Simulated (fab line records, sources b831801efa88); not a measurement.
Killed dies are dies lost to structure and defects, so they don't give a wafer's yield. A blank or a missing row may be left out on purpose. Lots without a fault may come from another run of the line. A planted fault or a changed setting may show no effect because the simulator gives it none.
Problem report in the 8D (eight disciplines) form, filled by code | flow sky130 | the parts of the form that need people (team, actions taken, sign-off) are left out

1. THE PROBLEM
strip_time_to_endpoint_s at SKY_CONTACT_STRIP_19 reads a mean of 3.804 s on 6 wafers of 2 lots; wafers without a fault read 3.626 s with a standard deviation of 0.03. That is +5.9 standard deviations from the usual mean.
The step: strips in O2/N2.
First seen on wafer L329.2, day 37 08:55, on plasma_asher-04. The record holds 42 wafers of 14 lots with a number at this step. Rule for "out", or "out of limits": more than 4 standard deviations from the usual mean. The other wafers with a number count as sound.

2. WHAT IT IS AND WHAT IT IS NOT
question                    | is                               | is not
which readings at this step | strip_time_to_endpoint_s         | drypump_motor_current_A, o2_flow_sccm
which lots                  | L329, L330                       | L311, L312, L313, L315, L317, L319, L320, L323, L324, L325, L332, L333
which wafers of those lots  | all that have a number           | -
read on which tools         | plasma_asher-01, plasma_asher-04 | plasma_asher-02
when                        | from day 37 08:55                | up to then (30 sound wafers); but 6 sound wafers of L332, L333 came after

3. SUSPECTS, AND WHAT RULES EACH OUT
Counting: a tool at a process step up to the reading stays a suspect if it ran every lot that is out and no sound lot after the first of them.
- rie_diel-03 at SKY_CONTACT_ETCH_18 (etches Si3N4 in CHF3/O2, stops on TiN, time 39 s, target depth 75 nm): kept. It ran every lot that is out, first L329 (day 37 08:00), and no sound lot after that; its last sound lot up to then is L323 (day 35 13:00).
Left after counting: rie_diel-03 at SKY_CONTACT_ETCH_18.

4. THE CAUSE (what the simulator had put in)
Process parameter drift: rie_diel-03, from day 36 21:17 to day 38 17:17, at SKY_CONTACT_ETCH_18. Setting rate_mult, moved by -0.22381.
Counting left only this tool.

5. THE CHAIN OF EFFECTS, in route order
Each row: a reading whose mean over the struck wafers that have a number lies more than 3 standard deviations from the usual. Only readings for which the record gives a usual standard deviation are gone through. hours: the time from each lot's start at the first step in this table that gives one to its start at this step, as a median over the lots. sigmas: the change in usual standard deviations.
hours | step                 | reading                  | usual   | on struck wafers | change | sigmas
0     | SKY_CONTACT_STRIP_19 | strip_time_to_endpoint_s | 3.626 s | 3.804            | +0.178 | +5.9
The process steps in it:
- SKY_CONTACT_STRIP_19: strips in O2/N2.

6. WHAT WOULD HAVE CAUGHT IT SOONER
In this record the first reading out of limits was taken at day 37 08:55, 12 hours after the fault began at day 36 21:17.
Of the tool readings at SKY_CONTACT_ETCH_18 for which the record gives a usual standard deviation, none was out on any struck wafer, so an alarm limit of 4 standard deviations on them would not have fired.
Of the lots that are out (2), L330 began SKY_CONTACT_ETCH_18 on rie_diel-03 after day 37 08:55. A hold on the tool at that time would have spared it.
